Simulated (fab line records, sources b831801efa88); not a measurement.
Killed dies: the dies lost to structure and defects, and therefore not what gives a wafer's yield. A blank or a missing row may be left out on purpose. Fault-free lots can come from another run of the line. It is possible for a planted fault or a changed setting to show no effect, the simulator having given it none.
Which tool did it? :: flow sky130 :: 12 lots, 34 wafers sampled, at 3 steps of a route of 708

== WHAT THE GAUGES READ, wafer by wafer ==
SKY_VIA2_RS_MEAS_22: uses a four-point probe to measure.
lot: L366
measured: day 37 00:55
on: filmMetro-02
VIA2_W_RS (ohm/sq): 0.274 0.279 0.275

lot: L367
measured: day 37 03:59
on: filmMetro-01
VIA2_W_RS (ohm/sq): 0.266 0.275 0.264

lot: L373
measured: day 39 01:55
on: filmMetro-02
VIA2_W_RS (ohm/sq): 0.381 0.275 0.275 0.382 0.275 0.275

lot: L375
measured: day 39 10:20
on: filmMetro-04
VIA2_W_RS (ohm/sq): 0.273 0.364 0.274 0.363

lot: L376
measured: day 39 22:27
on: filmMetro-02
VIA2_W_RS (ohm/sq): 0.360 0.365 0.360 0.365

lot: L379
measured: day 40 06:05
on: filmMetro-04
VIA2_W_RS (ohm/sq): 0.266 0.276 0.264

lot: L382
measured: day 41 03:50
on: filmMetro-01
VIA2_W_RS (ohm/sq): 0.259 0.259 0.272

lot: L381
measured: day 41 08:41
on: filmMetro-04
VIA2_W_RS (ohm/sq): 0.269 0.267 0.274

lot: L383
measured: day 41 14:16
on: filmMetro-01
VIA2_W_RS (ohm/sq): 0.272 0.270 0.272

lot: L385
measured: day 42 01:23
on: filmMetro-02
VIA2_W_RS (ohm/sq): 0.263 0.261 0.272

lot: L389
measured: day 42 19:08
on: filmMetro-02
VIA2_W_RS (ohm/sq): 0.264 0.263 0.271

lot: L388
measured: day 42 21:02
on: filmMetro-02
VIA2_W_RS (ohm/sq): 0.267 0.276 0.265

SKY_VIA2_THK_MEAS_23: measures by xrf.
lot: L366
measured: day 37 01:01
on: filmMetro-02
VIA2_W_THK (nm): 416 408 417

lot: L367
measured: day 37 04:05
on: filmMetro-01
VIA2_W_THK (nm): 431 423 438

lot: L373
measured: day 39 03:49
on: filmMetro-02
VIA2_W_THK (nm): 303 419 422 303 419 421

lot: L375
measured: day 39 17:00
on: filmMetro-04
VIA2_W_THK (nm): 424 319 425 318

lot: L376
measured: day 40 03:49
on: filmMetro-02
VIA2_W_THK (nm): 321 316 319 316

lot: L379
measured: day 40 06:11
on: filmMetro-04
VIA2_W_THK (nm): 438 420 444

lot: L382
measured: day 41 03:57
on: filmMetro-01
VIA2_W_THK (nm): 443 441 420

lot: L381
measured: day 41 08:49
on: filmMetro-04
VIA2_W_THK (nm): 434 441 429

lot: L383
measured: day 41 14:23
on: filmMetro-01
VIA2_W_THK (nm): 420 429 421

lot: L385
measured: day 42 01:29
on: filmMetro-02
VIA2_W_THK (nm): 436 438 424

lot: L389
measured: day 42 19:15
on: filmMetro-02
VIA2_W_THK (nm): 434 435 422

lot: L388
measured: day 42 21:09
on: filmMetro-02
VIA2_W_THK (nm): 427 418 432

== WHAT TOOL EACH LOT RAN ON (gives the tool, then ch and the chambers of the sampled wafers, and finally the start) ==
lot: L366
SKY_VIA2_CVD_21: cvdW-02 ch 0,1, day 37 00:47

lot: L367
SKY_VIA2_CVD_21: cvdW-01 ch 0,1, day 37 03:52

lot: L373
SKY_VIA2_CVD_21: cvdW-02 ch 0,1, day 39 01:47

lot: L375
SKY_VIA2_CVD_21: cvdW-02 ch 0,1, day 39 10:13

lot: L376
SKY_VIA2_CVD_21: cvdW-02 ch 1, day 39 22:19

lot: L379
SKY_VIA2_CVD_21: cvdW-01 ch 0,1, day 40 05:56

lot: L382
SKY_VIA2_CVD_21: cvdW-01 ch 0,1, day 41 03:42

lot: L381
SKY_VIA2_CVD_21: cvdW-01 ch 0,1, day 41 08:34

lot: L383
SKY_VIA2_CVD_21: cvdW-01 ch 0, day 41 14:07

lot: L385
SKY_VIA2_CVD_21: cvdW-01 ch 0,1, day 42 01:14

lot: L389
SKY_VIA2_CVD_21: cvdW-01 ch 0,1, day 42 19:00

lot: L388
SKY_VIA2_CVD_21: cvdW-01 ch 0,1, day 42 20:54
- SKY_VIA2_CVD_21: deposits W, target thk 420 nm, time 126.4 s.

== AS READ BY THE TOOLS THEMSELVES (means over the sampled wafers that have a number; for cases with no such wafer, the mark the record gives instead) ==
SKY_VIA2_CVD_21.
lot: L366
tool: cvdW-02
heaterPowerW (W): 901

lot: L367
tool: cvdW-01
heaterPowerW (W): 959

lot: L373
tool: cvdW-02
heaterPowerW (W): 969

lot: L375
tool: cvdW-02
heaterPowerW (W): 926

lot: L376
tool: cvdW-02
heaterPowerW (W): 1016

lot: L379
tool: cvdW-01
heaterPowerW (W): 913

lot: L382
tool: cvdW-01
heaterPowerW (W): 920

lot: L381
tool: cvdW-01
heaterPowerW (W): 833

lot: L383
tool: cvdW-01
heaterPowerW (W): 758

lot: L385
tool: cvdW-01
heaterPowerW (W): 913

lot: L389
tool: cvdW-01
heaterPowerW (W): 920

lot: L388
tool: cvdW-01
heaterPowerW (W): 915

== THE ANSWER, worked out from the rows above alone ==
Rule: the usual values come from the lots themselves. Put in order of their means at a reading, lots are off if they are a third of the lots or fewer, leave a main group of 4 or more, and stand apart from it by a gap of 3 or more times the standard deviation of the main group's means; of several such gaps the widest counts. A main group whose means are all the same, to the digits that the tables above print for the reading, isn't used. Also off: a lot with no number at a reading for which 4 or more lots have one. All remaining lots with rows at the step are treated as sound. After the gauges, taken in route order, come the tools' own readings; for these a lot's mean is taken, as printed above. The first step at which some lot is off is used, and at that step the reading that is off furthest; a lot without a number counts as furthest.
Off: L373, L375, L376, at SKY_VIA2_RS_MEAS_22 (VIA2_W_RS). Mean 0.269 ohm/sq and standard deviation 0.0035 in the main group.
A tool fits if, at a process step before that reading, it ran every lot that is off, and no sound lot after the first of them. Those tools and the gauges at SKY_VIA2_RS_MEAS_22 are tried in the same way. One fits: SKY_VIA2_CVD_21 on cvdW-02. Its last sound lot is L366 (day 37 00:47), its first lot that is off L373 (day 39 01:47): a fault that began between those two fits.

== WHAT THE SIMULATOR HAD PUT IN ==
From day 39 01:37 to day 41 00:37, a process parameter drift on cvdW-02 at SKY_VIA2_CVD_21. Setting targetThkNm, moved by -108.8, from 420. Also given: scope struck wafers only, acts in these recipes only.
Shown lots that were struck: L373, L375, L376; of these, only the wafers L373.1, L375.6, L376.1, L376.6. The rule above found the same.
